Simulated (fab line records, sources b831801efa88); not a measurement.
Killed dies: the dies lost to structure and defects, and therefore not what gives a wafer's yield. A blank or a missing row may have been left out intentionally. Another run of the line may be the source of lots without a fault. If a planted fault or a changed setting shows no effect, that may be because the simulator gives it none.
Chamber matching -- flow sky130 -- rieDiel-01 running SKY_VIA2_ETCH_15: 4 sister chambers
The step etches SiO2 in C4F8/O2/Ar, stops on TiN, target depth 546 nm, time 84 s. 20 wafers are shown with their chamber, then 10 later ones without.

== WAFERS, EACH WITH ITS CHAMBER ==
wafer,chamber,rfFwdPowerW (W),oesProductAu (a.u.)
L076.1,3,1485,0.941
L076.3,0,1492,0.929
L076.4,1,1482,0.940
L078.2,0,1487,0.934
L078.3,3,1485,0.938
L078.4,1,1486,0.951
L080.3,2,1497,0.943
L080.4,0,1480,0.946
L080.6,0,1482,0.944
L081.2,1,1490,0.938
L081.3,3,1490,0.931
L081.5,3,1485,0.947
L083.1,0,1492,0.946
L083.3,1,1498,0.937
L083.4,0,1484,0.948
L086.2,0,1491,0.938
L086.5,3,1492,0.942
L086.6,1,1488,0.943
L088.1,1,1482,0.944
L088.3,3,1485,0.951

SIGNATURES (averages over the wafers above)
reading,chamber 0,chamber 1,chamber 2,chamber 3,scatter within a chamber
rfFwdPowerW,1486.86,1487.67,1497.00,1487.00,4.86
oesProductAu,0.94071,0.94217,0.94300,0.94167,0.00654
Rule: a wafer's distance from a chamber is the root of the sum, over the readings, of the square of ((its reading less the chamber's mean) divided by the reading's scatter). If the next closest chamber is less than 2 further off than the closest, the wafer can't be placed; otherwise it belongs to the closest. How the scatter is found: for the shown wafers, subtract from each reading the mean of its chamber, square and add these, divide the total by (wafers less chambers), then take the root.

== WAFERS WITH NO CHAMBER GIVEN ==
wafer,rfFwdPowerW (W),oesProductAu (a.u.)
L088.6,1483,0.938
L095.1,1488,0.943
L095.2,1489,0.935
L095.5,1493,0.943
L096.1,1486,0.938
L096.2,1479,0.945
L096.4,1495,0.947
L097.3,1479,0.940
L097.4,1482,0.942
L097.5,1495,0.934

== CHAMBER TAKEN BY EACH ==
wafer,from the rows above,in truth
L088.6,can't be placed: 0 or 3 or 1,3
L095.1,can't be placed: 1 or 3 or 0 or 2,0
L095.2,can't be placed: 0 or 3 or 1 or 2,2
L095.5,can't be placed: 2 or 1 or 3 or 0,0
L096.1,can't be placed: 0 or 3 or 1 or 2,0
L096.2,can't be placed: 3 or 0 or 1 or 2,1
L096.4,can't be placed: 2 or 1 or 3 or 0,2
L097.3,can't be placed: 0 or 3 or 1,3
L097.4,can't be placed: 0 or 3 or 1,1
L097.5,can't be placed: 2 or 1 or 0 or 3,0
Correctly placed: 0 of 10. These rows do not allow placing 10 (true chamber among the candidates in 10). 0 placed wrongly.
